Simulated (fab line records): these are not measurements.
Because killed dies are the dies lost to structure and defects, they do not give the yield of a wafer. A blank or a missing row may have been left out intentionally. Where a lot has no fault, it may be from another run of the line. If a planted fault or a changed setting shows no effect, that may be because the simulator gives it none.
The tool behind it: which one? || flow gf180mcu || 12 lots, 36 wafers sampled, at 5 steps of a route of 602

## WHAT THE GAUGES SHOWED, per wafer
GF_SAB_CD_MEAS_09 targets a cd of 420 nm.
{"lot": "L214", "measured": "day 14 23:51", "on": "cd sem-01", "cd nm (nm)": "419.5 422.2 420.8"}
{"lot": "L215", "measured": "day 15 06:35", "on": "cd sem-01", "cd nm (nm)": "420.3 419.6 418.2"}
{"lot": "L217", "measured": "day 16 04:06", "on": "cd sem-01", "cd nm (nm)": "420.8 422.5 419.7"}
{"lot": "L218", "measured": "day 16 11:32", "on": "cd sem-02", "cd nm (nm)": "421.4 418.2 421.8"}
{"lot": "L220", "measured": "day 17 05:43", "on": "cd sem-02", "cd nm (nm)": "421.4 422.8 421.9"}
{"lot": "L221", "measured": "day 17 15:36", "on": "cd sem-02", "cd nm (nm)": "418.1 417.8 418.9"}
{"lot": "L222", "measured": "day 18 03:12", "on": "cd sem-02", "cd nm (nm)": "420.6 417.8 419.1"}
{"lot": "L223", "measured": "day 18 09:14", "on": "cd sem-02", "cd nm (nm)": "421.3 420.2 420.5"}
{"lot": "L225", "measured": "day 19 04:12", "on": "cd sem-01", "cd nm (nm)": "419.3 419.2 419.0"}
{"lot": "L232", "measured": "day 21 16:46", "on": "cd sem-02", "cd nm (nm)": "428.6 427.6 428.3 428.6 427.4 428.2"}
{"lot": "L233", "measured": "day 21 20:28", "on": "cd sem-01", "cd nm (nm)": "428.5 430.5 427.4 428.6 430.7 427.0"}
{"lot": "L235", "measured": "day 22 13:23", "on": "cd sem-02", "cd nm (nm)": "421.5 422.0 421.2"}

GF_SALICIDE_RS_MEAS_04: measures by four-point-probe.
{"lot": "L214", "measured": "day 15 00:25", "on": "film metro-02", "SALICIDE_TIN_RS (ohm/sq)": "16.15 16.40 16.41"}
{"lot": "L215", "measured": "day 15 07:08", "on": "film metro-02", "SALICIDE_TIN_RS (ohm/sq)": "15.99 16.15 16.08"}
{"lot": "L217", "measured": "day 16 04:39", "on": "film metro-04", "SALICIDE_TIN_RS (ohm/sq)": "16.33 16.25 16.43"}
{"lot": "L218", "measured": "day 16 12:05", "on": "film metro-03", "SALICIDE_TIN_RS (ohm/sq)": "16.53 16.19 16.45"}
{"lot": "L220", "measured": "day 17 06:16", "on": "film metro-04", "SALICIDE_TIN_RS (ohm/sq)": "16.39 15.99 16.28"}
{"lot": "L221", "measured": "day 17 16:09", "on": "film metro-02", "SALICIDE_TIN_RS (ohm/sq)": "16.15 16.01 16.51"}
{"lot": "L222", "measured": "day 18 03:46", "on": "film metro-04", "SALICIDE_TIN_RS (ohm/sq)": "15.93 16.17 16.34"}
{"lot": "L223", "measured": "day 18 09:58", "on": "film metro-04", "SALICIDE_TIN_RS (ohm/sq)": "15.86 16.06 16.28"}
{"lot": "L225", "measured": "day 19 04:54", "on": "film metro-04", "SALICIDE_TIN_RS (ohm/sq)": "16.46 16.06 16.07"}
{"lot": "L232", "measured": "day 21 23:11", "on": "film metro-04", "SALICIDE_TIN_RS (ohm/sq)": "16.58 16.27 16.69"}
{"lot": "L233", "measured": "day 22 02:15", "on": "film metro-03", "SALICIDE_TIN_RS (ohm/sq)": "16.40 15.98 16.33"}
{"lot": "L235", "measured": "day 22 13:56", "on": "film metro-03", "SALICIDE_TIN_RS (ohm/sq)": "16.57 16.76 16.57"}

## WHAT TOOL EACH LOT RAN ON (gives the tool, then ch and the chambers of the sampled wafers, and finally the start)
{"lot": "L214", "GF_PSD_RTA_13": "rtp anneal-01 ch 0, day 14 02:47", "GF_SAB_COAT_04": "litho track-01 ch 0, day 14 13:09", "GF_SAB_STRIP_13": "plasma asher-02 ch 0,1, day 15 00:10"}
{"lot": "L215", "GF_PSD_RTA_13": "rtp anneal-02 ch 0, day 14 09:47", "GF_SAB_COAT_04": "litho track-02 ch 0, day 14 20:02", "GF_SAB_STRIP_13": "plasma asher-02 ch 0,1, day 15 06:52"}
{"lot": "L217", "GF_PSD_RTA_13": "rtp anneal-02 ch 0, day 15 06:29", "GF_SAB_COAT_04": "litho track-01 ch 0, day 15 17:30", "GF_SAB_STRIP_13": "plasma asher-03 ch 0,1, day 16 04:24"}
{"lot": "L218", "GF_PSD_RTA_13": "rtp anneal-02 ch 0, day 15 13:23", "GF_SAB_COAT_04": "litho track-01 ch 0, day 16 00:33", "GF_SAB_STRIP_13": "plasma asher-01 ch 0,1, day 16 11:50"}
{"lot": "L220", "GF_PSD_RTA_13": "rtp anneal-01 ch 0, day 16 07:14", "GF_SAB_COAT_04": "litho track-01 ch 0, day 16 18:21", "GF_SAB_STRIP_13": "plasma asher-03 ch 0,1, day 17 06:01"}
{"lot": "L221", "GF_PSD_RTA_13": "rtp anneal-02 ch 0, day 16 16:34", "GF_SAB_COAT_04": "litho track-03 ch 0, day 17 03:55", "GF_SAB_STRIP_13": "plasma asher-03 ch 0,1, day 17 15:55"}
{"lot": "L222", "GF_PSD_RTA_13": "rtp anneal-02 ch 0, day 17 03:37", "GF_SAB_COAT_04": "litho track-01 ch 0, day 17 15:03", "GF_SAB_STRIP_13": "plasma asher-01 ch 0,1, day 18 03:31"}
{"lot": "L223", "GF_PSD_RTA_13": "rtp anneal-01 ch 0, day 17 09:32", "GF_SAB_COAT_04": "litho track-01 ch 0, day 17 21:33", "GF_SAB_STRIP_13": "plasma asher-02 ch 0,1, day 18 09:40"}
{"lot": "L225", "GF_PSD_RTA_13": "rtp anneal-02 ch 0, day 18 05:31", "GF_SAB_COAT_04": "litho track-03 ch 0, day 18 16:31", "GF_SAB_STRIP_13": "plasma asher-01 ch 0,1, day 19 04:40"}
{"lot": "L232", "GF_PSD_RTA_13": "rtp anneal-01 ch 0, day 20 16:07", "GF_SAB_COAT_04": "litho track-02 ch 0, day 21 04:04", "GF_SAB_STRIP_13": "plasma asher-01 ch 0,1, day 21 22:55"}
{"lot": "L233", "GF_PSD_RTA_13": "rtp anneal-01 ch 0, day 20 20:52", "GF_SAB_COAT_04": "litho track-02 ch 0, day 21 09:04", "GF_SAB_STRIP_13": "plasma asher-01 ch 0, day 22 01:59"}
{"lot": "L235", "GF_PSD_RTA_13": "rtp anneal-01 ch 0, day 21 13:44", "GF_SAB_COAT_04": "litho track-03 ch 0, day 22 01:31", "GF_SAB_STRIP_13": "plasma asher-03 ch 0, day 22 13:42"}
- GF_PSD_RTA_13: time 20 s.
- GF_SAB_COAT_04: resist thk 1000 nm.
- GF_SAB_STRIP_13: strips in O2/N2.

## AS READ BY THE TOOLS THEMSELVES (means over the sampled wafers that have a number; for cases with no such wafer, the mark the record gives instead)
GF_PSD_RTA_13.
{"lot": "L214", "tool": "rtp anneal-01", "lamp power pct (%)": 29.8, "wafer_temp_C_max": 1032.8}
{"lot": "L215", "tool": "rtp anneal-02", "lamp power pct (%)": 31.2, "wafer_temp_C_max": 1029.3}
{"lot": "L217", "tool": "rtp anneal-02", "lamp power pct (%)": 31.2, "wafer_temp_C_max": 1031.4}
{"lot": "L218", "tool": "rtp anneal-02", "lamp power pct (%)": 31.1, "wafer_temp_C_max": 1030.1}
{"lot": "L220", "tool": "rtp anneal-01", "lamp power pct (%)": 29.8, "wafer_temp_C_max": 1032.9}
{"lot": "L221", "tool": "rtp anneal-02", "lamp power pct (%)": 31.2, "wafer_temp_C_max": 1029.6}
{"lot": "L222", "tool": "rtp anneal-02", "lamp power pct (%)": 31.2, "wafer_temp_C_max": 1029.5}
{"lot": "L223", "tool": "rtp anneal-01", "lamp power pct (%)": 29.8, "wafer_temp_C_max": 1032.8}
{"lot": "L225", "tool": "rtp anneal-02", "lamp power pct (%)": 31.1, "wafer_temp_C_max": 1029.4}
{"lot": "L232", "tool": "rtp anneal-01", "lamp power pct (%)": 29.8, "wafer_temp_C_max": 1032.1}
{"lot": "L233", "tool": "rtp anneal-01", "lamp power pct (%)": 29.9, "wafer_temp_C_max": 1031.3}
{"lot": "L235", "tool": "rtp anneal-01", "lamp power pct (%)": 29.9, "wafer_temp_C_max": 1034.7}

GF_SAB_STRIP_13.
{"lot": "L214", "tool": "plasma asher-02", "drypump motor current A (A)": 5.9, "heater power w (W)": 317, "oes product au (a.u.)": 0.703, "strip time to endpoint s (s)": 12.60}
{"lot": "L215", "tool": "plasma asher-02", "drypump motor current A (A)": 6.1, "heater power w (W)": 306, "oes product au (a.u.)": 0.710, "strip time to endpoint s (s)": 12.62}
{"lot": "L217", "tool": "plasma asher-03", "drypump motor current A (A)": 5.3, "heater power w (W)": 357, "oes product au (a.u.)": 0.710, "strip time to endpoint s (s)": 12.62}
{"lot": "L218", "tool": "plasma asher-01", "drypump motor current A (A)": 5.6, "heater power w (W)": 342, "oes product au (a.u.)": 0.708, "strip time to endpoint s (s)": 12.60}
{"lot": "L220", "tool": "plasma asher-03", "drypump motor current A (A)": 5.5, "heater power w (W)": 337, "oes product au (a.u.)": 0.712, "strip time to endpoint s (s)": 12.56}
{"lot": "L221", "tool": "plasma asher-03", "drypump motor current A (A)": 5.5, "heater power w (W)": 333, "oes product au (a.u.)": 0.707, "strip time to endpoint s (s)": 12.53}
{"lot": "L222", "tool": "plasma asher-01", "drypump motor current A (A)": 5.5, "heater power w (W)": 345, "oes product au (a.u.)": 0.709, "strip time to endpoint s (s)": 12.57}
{"lot": "L223", "tool": "plasma asher-02", "drypump motor current A (A)": 5.9, "heater power w (W)": 320, "oes product au (a.u.)": 0.708, "strip time to endpoint s (s)": 12.61}
{"lot": "L225", "tool": "plasma asher-01", "drypump motor current A (A)": 5.8, "heater power w (W)": 348, "oes product au (a.u.)": 0.711, "strip time to endpoint s (s)": 12.61}
{"lot": "L232", "tool": "plasma asher-01", "drypump motor current A (A)": 5.8, "heater power w (W)": 352, "oes product au (a.u.)": 0.708, "strip time to endpoint s (s)": 13.48}
{"lot": "L233", "tool": "plasma asher-01", "drypump motor current A (A)": 6.0, "heater power w (W)": 355, "oes product au (a.u.)": 0.706, "strip time to endpoint s (s)": 13.42}
{"lot": "L235", "tool": "plasma asher-03", "drypump motor current A (A)": 5.8, "heater power w (W)": 321, "oes product au (a.u.)": 0.708, "strip time to endpoint s (s)": 12.62}

## THE ANSWER, worked out from the rows above alone
Rule: the usual values come from the lots themselves. Put in order of their means at a reading, lots are off if they are a third of the lots or fewer, leave a main group of 4 or more, and stand apart from it by a gap of 3 or more times the standard deviation of the main group's means; of several such gaps the widest counts. The tables above print the reading to a certain number of digits; a main group whose means all agree to those digits is not used. Also off: a lot with no number at a reading for which 4 or more lots have one. Any other lot the step has rows for is counted as sound. Order of review: gauges by route order, followed by the tools' own readings, for which a lot's mean as printed above is used. The first step at which some lot is off is used, and at that step the reading that is off furthest; a lot without a number counts as furthest.
Off at GF_SAB_CD_MEAS_09 (cd nm): L232, L233. For the main group the mean is 420.3 nm and the standard deviation 1.1.
If a tool, at a process step before that reading, ran all the lots that are off and no sound lot after the first of them, it fits. The gauges at GF_SAB_CD_MEAS_09 aren't tried: what is off there is off at GF_SAB_STRIP_13 too, on other tools, and a gauge's error can't cause that. One fits: litho track-02 at GF_SAB_COAT_04. A fault onset in the window from L215 (day 14 20:02, its last sound lot) to L232 (day 21 04:04, its first lot off) fits.

## WHAT WAS PUT IN BY THE SIMULATOR
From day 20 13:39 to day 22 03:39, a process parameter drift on litho track-02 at GF_SAB_COAT_04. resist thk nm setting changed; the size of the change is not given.
Shown lots that were struck: L232, L233. This agrees with what the rule above found.
